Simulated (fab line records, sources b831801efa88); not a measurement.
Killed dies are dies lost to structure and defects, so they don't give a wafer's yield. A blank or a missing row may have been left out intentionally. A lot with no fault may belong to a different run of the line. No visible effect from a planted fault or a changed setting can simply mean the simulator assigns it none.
Which of the tools did it?    flow gf180mcu    Sampling: 11 lots, 33 wafers, 6 of 602 route steps

== WHAT THE GAUGES SHOWED, per wafer ==
GF_HV_LDD_CD_MEAS_19: target cd 400 nm. Usual: cd_nm at 399.8 nm, with a standard deviation of 2.5.
lot   measured      on         cd_nm (nm)         flag
L183  day 10 20:18  cd_sem-02  403.9 403.3 401.5  
L182  day 10 22:25  cd_sem-01  401.8 400.8 399.1  
L184  day 11 04:44  cd_sem-02  403.8 402.6 406.4  
L185  day 11 11:35  cd_sem-01  396.5 396.9 396.1  
L186  day 11 16:03  cd_sem-02  399.0 398.2 401.3  
L187  day 11 22:58  cd_sem-02  399.0 401.5 404.3  
L189  day 13 06:13  cd_sem-02  401.4 400.9 399.7  
L194  day 14 15:11  cd_sem-02  402.4 403.9 404.4  
L195  day 14 22:56  cd_sem-02  397.3 395.0 395.0  
L196  day 15 07:46  cd_sem-01  399.2 400.2 398.0  
L197  day 15 08:04  cd_sem-02  402.4 402.5 401.9  

GF_NSD_OVL_MEAS_08. Usual: NSD_OVL -0.3 nm, standard deviation 1.5.
lot   measured      on          NSD_OVL (nm)    flag
L183  day 13 09:36  overlay-02  -1.0 -3.2 -1.8  
L182  day 13 10:31  overlay-02  0.0 -0.1 1.7    
L184  day 13 19:36  overlay-01  -0.2 0.7 0.9    
L185  day 14 02:06  overlay-01  1.4 1.0 2.4     
L186  day 14 07:33  overlay-01  -0.7 -0.6 -1.2  
L187  day 14 15:23  overlay-01  -0.6 0.1 1.7    
L189  day 16 00:17  overlay-02  -2.9 -1.5 -0.4  
L194  day 17 13:12  overlay-01  0.8 0.8 2.9     
L195  day 17 22:00  overlay-01  -2.2 -0.7 -2.2  
L196  day 18 06:50  overlay-02  -2.3 -2.3 -2.3  
L197  day 18 08:57  overlay-01  -1.0 -1.8 -0.3  

GF_PSD_RS_MEAS_14: a four-point-probe measurement. Usual: NSD_RS 46.10 ohm/sq, standard deviation 0.079.
lot   measured      on             NSD_RS (ohm/sq)    flag
L183  day 14 06:30  film_metro-01  46.14 46.09 46.06  
L182  day 14 07:29  film_metro-02  46.03 46.00 46.06  
L184  day 14 17:56  film_metro-01  46.10 45.97 46.05  
L185  day 14 23:45  film_metro-02  46.28 46.09 46.15  
L186  day 15 06:05  film_metro-03  45.99 45.99 45.98  
L187  day 15 13:09  film_metro-02  46.06 45.99 46.14  
L189  day 16 23:40  film_metro-03  46.03 46.04 46.02  
L194  day 18 13:26  film_metro-03  45.97 46.07 46.01  
L195  day 18 22:50  film_metro-02  - - -              OFF
L196  day 19 08:29  film_metro-01  - - -              OFF
L197  day 19 09:55  film_metro-01  - - -              OFF

GF_SAB_CD_MEAS_09: target cd 420 nm. Usual: cd_nm at 419.7 nm, with a standard deviation of 1.9.
lot   measured      on         cd_nm (nm)         flag
L183  day 15 04:03  cd_sem-02  416.7 418.9 419.3  
L182  day 15 05:11  cd_sem-01  417.8 417.3 418.3  
L184  day 15 15:45  cd_sem-02  420.4 422.4 424.4  
L185  day 15 21:24  cd_sem-01  420.7 418.4 419.0  
L186  day 16 03:54  cd_sem-02  417.5 417.7 416.5  
L187  day 16 10:35  cd_sem-02  420.8 420.4 420.4  
L189  day 17 22:13  cd_sem-01  420.5 420.2 421.4  
L194  day 19 14:12  cd_sem-01  417.5 416.9 417.6  
L195  day 19 23:26  cd_sem-02  418.7 417.6 417.7  
L196  day 20 08:49  cd_sem-01  417.8 416.2 418.0  
L197  day 20 09:43  cd_sem-02  421.8 420.5 419.2  

== WHAT TOOL EACH LOT RAN ON (gives the tool, then ch and the chambers of the sampled wafers, and finally the start) ==
lot   GF_NSD_IMPLANT_09                GF_NSD_STRIP_11
L183  implanter-04 ch 0, day 13 09:40  plasma_asher-02 ch 1, day 13 09:56
L182  implanter-02 ch 0, day 13 10:35  plasma_asher-04 ch 0,1, day 13 10:52
L184  implanter-04 ch 0, day 13 19:38  plasma_asher-02 ch 0,1, day 13 19:56
L185  implanter-01 ch 0, day 14 02:08  plasma_asher-02 ch 0,1, day 14 02:26
L186  implanter-04 ch 0, day 14 07:37  plasma_asher-02 ch 0,1, day 14 07:53
L187  implanter-01 ch 0, day 14 15:28  plasma_asher-03 ch 0,1, day 14 15:44
L189  implanter-04 ch 0, day 16 00:20  plasma_asher-03 ch 0,1, day 16 00:37
L194  implanter-04 ch 0, day 17 13:14  plasma_asher-03 ch 0,1, day 17 13:32
L195  implanter-02 ch 0, day 17 22:02  plasma_asher-04 ch 0,1, day 17 22:20
L196  implanter-02 ch 0, day 18 06:53  plasma_asher-04 ch 0,1, day 18 07:10
L197  implanter-04 ch 0, day 18 09:01  plasma_asher-02 ch 0, day 18 09:17
- GF_NSD_IMPLANT_09
- GF_NSD_STRIP_11: strips in O2/N2.

== AS READ BY THE TOOLS THEMSELVES (means over the sampled wafers that have a number; for cases with no such wafer, the mark the record gives instead) ==
GF_NSD_IMPLANT_09. Usual: dose_ions_cm2 at 4.001e+15, with a standard deviation of 4.2e+12.
lot   tool          dose_ions_cm2  flag
L183  implanter-04  3.999e+15      
L182  implanter-02  3.997e+15      
L184  implanter-04  4.000e+15      
L185  implanter-01  4.003e+15      
L186  implanter-04  4.003e+15      
L187  implanter-01  3.999e+15      
L189  implanter-04  4.001e+15      
L194  implanter-04  3.999e+15      
L195  implanter-02  3.998e+15      
L196  implanter-02  3.999e+15      
L197  implanter-04  4.006e+15      

GF_NSD_STRIP_11. Usual: drypump_motor_current_A 5.8 A, standard deviation 0.41; heater_power_w 343 W, standard deviation 47; oes_product_au 0.487 a.u., standard deviation 0.0047; platen_temp_c 249.99 C, standard deviation 0.2; strip_time_to_endpoint_s 22.97 s, standard deviation 0.036.
lot   tool             drypump_motor_current_A (A)  heater_power_w (W)  oes_product_au (a.u.)  platen_temp_c (C)  strip_time_to_endpoint_s (s)  flag
L183  plasma_asher-02  6.2                          291                 0.483                  249.80             23.02                         
L182  plasma_asher-04  5.8                          321                 0.488                  249.91             22.95                         
L184  plasma_asher-02  6.1                          328                 0.487                  249.98             23.02                         
L185  plasma_asher-02  6.1                          337                 0.489                  250.02             23.03                         
L186  plasma_asher-02  6.0                          369                 0.484                  250.01             23.01                         
L187  plasma_asher-03  5.2                          356                 0.486                  250.16             22.97                         
L189  plasma_asher-03  5.3                          356                 0.485                  249.94             22.96                         
L194  plasma_asher-03  5.4                          350                 0.485                  249.96             23.01                         
L195  plasma_asher-04  5.8                          322                 0.478                  249.81             23.76                         OFF
L196  plasma_asher-04  6.0                          295                 0.477                  249.89             23.70                         OFF
L197  plasma_asher-02  5.9                          412                 0.479                  249.92             23.74                         OFF

== THE ANSWER, worked out from the rows above alone ==
Rule: a lot counts as off when the mean over its wafers that have a number is more than 3 standard deviations away from the usual mean. Also off: a lot with no number at a reading for which 4 or more lots have one. Where the step has rows for the other lots, those lots are counted as sound. The gauges are gone through in route order, then the tools' own readings, and for those a lot's mean is taken as printed above. At the first step where some lot is off, the reading lying furthest off is the one used; lots without a number count as furthest.
Off: L195, L196, L197, at GF_PSD_RS_MEAS_14 (NSD_RS). Without a number there: L195, L196, L197.
A tool fits if, at a process step before that reading, it ran every lot that is off, and no sound lot after the first of them. The gauges at GF_PSD_RS_MEAS_14 aren't tried: what is off there is off at GF_NSD_STRIP_11 too, on other tools, and a gauge's error can't cause that. Of those tried, none fits.

== WHAT WAS PUT IN BY THE SIMULATOR ==
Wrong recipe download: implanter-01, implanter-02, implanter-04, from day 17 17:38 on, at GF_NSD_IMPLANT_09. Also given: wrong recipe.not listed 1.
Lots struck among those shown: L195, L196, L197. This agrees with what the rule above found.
